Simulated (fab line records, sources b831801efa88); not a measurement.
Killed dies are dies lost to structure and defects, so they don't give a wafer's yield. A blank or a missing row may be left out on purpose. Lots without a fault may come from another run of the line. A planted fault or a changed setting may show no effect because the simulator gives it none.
Which tool did it? | flow gf180mcu | 6 lots, 18 wafers sampled, at 3 steps of a route of 602

WHAT THE GAUGES READ, wafer by wafer
GF_M2_THK_MEAS_06: measures by xrf.
lot  | measured     | on            | M2_ALCU_THK (nm)
L553 | day 19 06:18 | film_metro-01 | 459 461 462
L555 | day 19 23:48 | film_metro-04 | 452 452 450
L557 | day 20 11:04 | film_metro-04 | 439 454 446
L560 | day 21 14:06 | film_metro-01 | 452 460 453
L568 | day 24 10:32 | film_metro-01 | 454 457 458
L573 | day 25 19:47 | film_metro-01 | 448 446 446

WHICH TOOL RAN EACH LOT (tool, then ch and the chambers of the sampled wafers, then the start)
lot  | GF_HV_LDD_COAT_14                 | GF_HV_LDD_STRIP_22
L553 | litho_track-01 ch 0, day 11 04:04 | plasma_asher-03 ch 0,1, day 11 14:05
L555 | litho_track-01 ch 0, day 11 18:11 | plasma_asher-01 ch 0,1, day 12 03:37
L557 | litho_track-01 ch 0, day 12 02:20 | plasma_asher-02 ch 0,1, day 12 11:50
L560 | litho_track-04 ch 0, day 13 03:38 | plasma_asher-03 ch 0,1, day 13 14:26
L568 | litho_track-02 ch 0, day 15 16:44 | plasma_asher-03 ch 0,1, day 16 04:34
L573 | litho_track-02 ch 0, day 17 03:11 | plasma_asher-03 ch 0,1, day 17 14:56
- GF_HV_LDD_COAT_14: resist thk 1000 nm.
- GF_HV_LDD_STRIP_22: strips in O2/N2.

THE ANSWER, worked out from the rows above alone
Rule: what is usual is taken from the lots themselves. Put in order of their means at a reading, lots are off if they are a third of the lots or fewer, leave a main group of 4 or more, and stand apart from it by a gap of 3 or more times the standard deviation of the main group's means; of several such gaps the widest counts. A main group whose means are all the same, to the digits that the tables above print for the reading, isn't used. A lot without any number at a reading at which 4 lots or more have one is off too. The other lots that the step has rows for count as sound.
No lot is off at any reading shown: from this, nothing can be told.

WHAT THE SIMULATOR HAD PUT IN
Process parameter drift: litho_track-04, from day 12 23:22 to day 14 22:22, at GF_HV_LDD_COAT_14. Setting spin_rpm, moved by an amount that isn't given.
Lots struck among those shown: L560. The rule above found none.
